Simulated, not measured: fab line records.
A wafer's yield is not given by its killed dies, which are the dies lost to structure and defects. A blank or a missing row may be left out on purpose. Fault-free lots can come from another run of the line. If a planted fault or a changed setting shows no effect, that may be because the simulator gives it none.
A struck lot beside a sound one + flow sky130 + 38 out of 708 route steps
Sound: wafers L696.3, L696.4, L696.5. Struck: wafer L699.2 (left out: L699.4, L699.6 of the same lot, which were not struck); the cause appears at the end.
At each step with rows: each side's tool, then ch and its chambers, then its first start. Under that, the readings that differ: sound wafers + struck wafers + difference of the means + sigmas: that difference in standard deviations of wafers without a fault.
alike: readings whose means differ by less than 2 such deviations, and words and numbers that are the same on both sides. not compared: withheld readings, readings that some wafer has no value for, bounds like >300 that may hide the same value, and numbers for which the record gives no deviation and whose values overlap.
Wherever a step has rows on one side only, a row that says differs or no value, or a row with sigmas, the two part there. Numbers that don't overlap but have no deviation are shown without sigmas and don't part them. A reading that every wafer of one side lacks parts them only if that side has two wafers or more.

first, 9 steps without rows for these wafers: SKY_VIA2_SPUTTER_20 (material TiN, target thk 20 nm, time 80 s); SKY_VIA2_CVD_21 (deposits W, target thk 420 nm, time 126.4 s); SKY_VIA2_CMP_24 (polishes, stops on SiO2, t overpolish 20 s, target thk 0 nm); SKY_METAL3_SPUTTER_00 (material Ti, target thk 15 nm, time 10 s); SKY_METAL3_SPUTTER_01 (material TiN, target thk 20 nm, time 16.7 s); SKY_METAL3_SPUTTER_02 (material AlCu, target thk 735 nm, time 39.1 s); SKY_METAL3_SPUTTER_03 (material Ti, target thk 5 nm, time 3.3 s); SKY_METAL3_SPUTTER_04 (material TiN, target thk 70 nm, time 58.3 s); SKY_CAPM_CVD_00 (deposits SiO2, target thk 15.5 nm).
SKY_CAPM_SPUTTER_02: material TiN, target thk 200 nm, time 166.7 s.
  sound on pvd_sputter-01 at day 39 02:09; struck on pvd_sputter-01 at day 40 00:52
| reading                                  | sound             | struck | difference | sigmas |
|------------------------------------------|-------------------|--------|------------|--------|
| model.TiN_of_CAPM_SPUTTER_02.thk_nm (nm) | 199.2 200.5 200.7 | 321    | +121       |        |
  alike: throttle_valve_pct
SKY_CAPM_RS_MEAS_03: the measuring method here is four-point-probe.
  sound on film_metro-03 at day 39 02:18; struck on film_metro-02 at day 40 00:59
| reading              | sound          | struck | difference | sigmas |
|----------------------|----------------|--------|------------|--------|
| CAPM_TIN_RS (ohm/sq) | 6.95 6.89 6.89 | 4.26   | -2.65      | -39    |
SKY_CAPM_THK_MEAS_04: measures by xrf.
  sound on film_metro-03 at day 39 02:24; struck on film_metro-02 at day 40 01:06
| reading           | sound             | struck | difference | sigmas |
|-------------------|-------------------|--------|------------|--------|
| CAPM_TIN_THK (nm) | 198.2 199.9 200.5 | 322.9  | +123.4     | +56    |
then, 7 steps without rows for these wafers: SKY_CAPM_DEHYDRATE_05 (time 60 s); SKY_CAPM_HMDS_06 (prime time 60 s); SKY_CAPM_COAT_07 (resist thk 1140 nm); SKY_CAPM_SOFTBAKE_08 (time 60 s); SKY_CAPM_EXPOSE_09 (exposes mask CAPM, target cd 1000 nm); SKY_CAPM_PEB_10; SKY_CAPM_DEVELOP_11 (develop time 60 s).
SKY_CAPM_METAL_ETCH_13: etches TiN in Cl2/BCl3, stops on SiO2, target depth 220 nm, time 62.9 s.
  sound on rie_metal-04 ch 0,1, day 40 03:13; struck on rie_metal-03 ch 1, day 41 01:17
| reading                     | sound                | struck | difference                   | sigmas |
|-----------------------------|----------------------|--------|------------------------------|--------|
| drypump_motor_current_A (A) | 5.8 5.9 5.9          | 4.8    | -1.1                         | -3     |
| oes_product_au (a.u.)       | 0.945 0.943 0.946    | 0.999  | +0.054                       | +8     |
| rf_hours_counter_h (h)      | - - -                | 4      | no value on the sound wafers |        |
| throttle_valve_pct (%)      | 21.895 21.903 21.899 | 21.872 | -0.027                       | -3     |
  alike: mfc_cl2_sccm
then, 16 steps without rows for these wafers: SKY_CAPM_STRIP_14 (strips in O2/N2); SKY_CAPM_STRIP_15 (strips in post etch residue remover, time 1200 s); SKY_CAPM_CLEAN_16 (cleans in IPA, time 180 s); SKY_CAPM_CLEAN_17 (cleans in O3/DIW); SKY_METAL3_DEHYDRATE_05 (time 60 s); SKY_METAL3_HMDS_06 (prime time 60 s); SKY_METAL3_COAT_07 (resist thk 60 nm); SKY_METAL3_COAT_08 (resist thk 1140 nm); SKY_METAL3_SOFTBAKE_09 (time 90 s); SKY_METAL3_EXPOSE_10 (exposes mask MM3, target cd 300 nm); SKY_METAL3_PEB_11; SKY_METAL3_DEVELOP_12 (develop time 60 s); SKY_METAL3_DESCUM_15 (chemistry O2, time 8 s); SKY_METAL3_ETCH_16 (etches BARC in N2/H2, stops on SiO2, time 88.2 s, target depth 60 nm); SKY_METAL3_ETCH_17 (etches SiO2 in C4F8/O2/Ar, stops on TiN, time 3.9 s, target depth 15 nm); SKY_METAL3_METAL_ETCH_18 (etches the open film in Cl2/BCl3, stops on SiO2, target depth 845 nm, time 183.1 s).
SKY_METAL3_STRIP_20: strips in post etch residue remover, time 1200 s.
  sound on wet_bench-03 ch 2, day 41 04:26; struck on wet_bench-01 ch 3, day 42 02:23
| reading                                  | sound             | struck | difference | sigmas |
|------------------------------------------|-------------------|--------|------------|--------|
| model.TiN_of_CAPM_SPUTTER_02.thk_nm (nm) | 198.3 199.6 199.8 | 320.1  | +120.9     |        |
-- the record jumps here: 7 days lie between the struck wafers' starts before and after (it left off in module METAL3 and takes up again in module PAD_OPEN, whose first step shown is number 708 of the route) --
SKY_PAD_OPEN_PROBE_99:
  sound on prober-02 at day 47 22:37; struck on prober-01 at day 48 16:49
| reading                               | sound                   | struck | difference | sigmas |
|---------------------------------------|-------------------------|--------|------------|--------|
| killed_at_other                       | 1 3 2                   | 0      | -2         | -3     |
| model.etest.tester.sort_n_pass        | 403 393 397             | 0      | -398       |        |
| model.etest.tester.sort_yield_pct (%) | 81.91 79.88 80.69       | 0      | -81        |        |
| model.etest.tester.sort_bin_4_pct (%) | 0 0 0                   | 57     | +57        |        |
| model.etest.met3.line_ohm_um          | 0.1433 0.1417 0.1421    | 40.17  | +40.03     |        |
| model.etest.tester.sort_bin_3_pct (%) | 0.6098 0.813 0.813      | 25.52  | +24.77     |        |
| model.etest.via3_chain.rc_ohm         | 9.735 9.559 9.598       | 40.86  | +31.23     |        |
| model.etest.met3.rs_ohm_sq            | 0.04262 0.04239 0.04268 | 11.97  | +11.93     |        |
| model.etest.cap_mim.plate_ohm_sq      | 6.028 5.993 5.9         | 3.736  | -2.238     |        |
  alike: defect_limited_yield, killed_at_M0_to_M3, killed_at_M4_up, killed_at_contacts, killed_at_front_end, killed_dies, killed_open, killed_short

## WHERE THEY PART
Earliest at SKY_CAPM_RS_MEAS_03; latest, in this record, at SKY_PAD_OPEN_PROBE_99.

WHY: what the simulator had put in
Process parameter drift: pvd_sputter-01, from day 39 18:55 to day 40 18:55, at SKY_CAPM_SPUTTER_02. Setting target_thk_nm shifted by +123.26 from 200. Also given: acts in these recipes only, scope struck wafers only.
